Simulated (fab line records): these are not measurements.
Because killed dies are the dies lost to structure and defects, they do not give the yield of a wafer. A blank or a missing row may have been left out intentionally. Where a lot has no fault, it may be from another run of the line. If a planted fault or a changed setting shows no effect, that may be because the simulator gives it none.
Code-filled problem report in 8D (eight disciplines) form :: flow gf180mcu :: the parts of the form that need people (team, actions taken, sign-off) are left out

== 1. PROBLEM STATEMENT ==
Wafers free of any fault read 690 (standard deviation 6.7) for VT_IMPLANT_4_TW at GF_VT_IMPLANT_TW_MEAS_43, against a mean of 657 on 9 wafers of 3 lots. Relative to the usual mean, that is a shift of -5.0 standard deviations.
Seen first at day 13 08:46 on film-metro-01, wafer L201.1. At this step, 39 wafers from 13 lots have a number in the record. By rule, "out" or "out of limits" means more than 4 standard deviations away from the usual mean. All remaining wafers that have a number are taken as sound.

== 2. WHAT IT IS; WHAT IT IS NOT ==
question: which readings at this step
is: VT_IMPLANT_4_TW
is not: -

question: which lots
is: L201, L202, L203
is not: L182, L183, L185, L186, L188, L189, L190, L192, L193, L196

question: which wafers of those lots
is: all that have a number
is not: -

question: read on which gauges
is: film-metro-01
is not: film-metro-02, film-metro-04

question: when
is: from day 13 08:46
is not: up to then (30 sound wafers)

== 3. SUSPECTS, AND WHAT RULES EACH OUT ==
Counting: a tool at any process step up to the reading remains a suspect when it ran all the lots that are out and ran no sound lot after the first of those.
- ruled out: the gauge at GF_VT_IMPLANT_TW_MEAS_43. All the wafers that are out were read on film-metro-01, but those of them that GF_VT_IMPLANT_IMPLANT_41 has rows for are out there too, on other tools.
- implanter-01 at GF_VT_IMPLANT_IMPLANT_41: kept. Every lot that is out went through it, starting with L201 (day 13 08:31), and after that it ran no sound lot; the last sound lot it ran before then is L196 (day 11 23:31). Its own readings are out on those wafers: dose-ions-cm2, faraday-current-uA.
Remaining after the count: implanter-01 at GF_VT_IMPLANT_IMPLANT_41.

== 4. THE CAUSE (what the simulator had put in) ==
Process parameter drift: implanter-01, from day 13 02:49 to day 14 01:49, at GF_VT_IMPLANT_IMPLANT_41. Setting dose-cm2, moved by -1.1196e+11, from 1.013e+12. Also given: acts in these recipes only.
Counting left only this tool.

== 5. THE EFFECT CHAIN, in route order ==
One row per reading whose mean, taken over the struck wafers that have a number, lies over 3 standard deviations from the usual. Readings are gone through only where the record gives a usual standard deviation; hours: the median, over the lots, of the time from a lot's start at the first step in this table giving one to that lot's start at this step; sigmas: the change measured in usual standard deviations.
hours: 0
step: GF_VT_IMPLANT_IMPLANT_41
reading: dose-ions-cm2
usual: 1.013e+12
on struck wafers: 9.018e+11
change: -1.112e+11
sigmas: -99 or more

hours: 0
step: GF_VT_IMPLANT_IMPLANT_41
reading: faraday-current-uA
usual: 5.71
on struck wafers: 5.00
change: -0.71
sigmas: -5.9

hours: 0
step: GF_VT_IMPLANT_TW_MEAS_43
reading: VT_IMPLANT_4_TW
usual: 690
on struck wafers: 657
change: -33
sigmas: -5.0
The process steps in it:
- GF_VT_IMPLANT_IMPLANT_41
Later steps that measure or inspect, where all struck wafers having a row at the step show a number for every such reading and not one has moved that far: GF_NSD_CD_MEAS_07.

== 6. HOW IT WOULD HAVE BEEN CAUGHT EARLIER ==
6 hours passed between the start of the fault at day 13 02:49 and the first reading out of limits at a measuring or inspecting step in this record, taken at day 13 08:46.
Tool's own readings at GF_VT_IMPLANT_IMPLANT_41, dose-ions-cm2, faraday-current-uA: out on all struck wafers the step has rows for; an alarm limit on them would have tripped on the first.
Among the 3 lots that are out, L202, L203 began GF_VT_IMPLANT_IMPLANT_41 on implanter-01 after day 13 08:46. A hold on the tool at that time would have spared those 2.
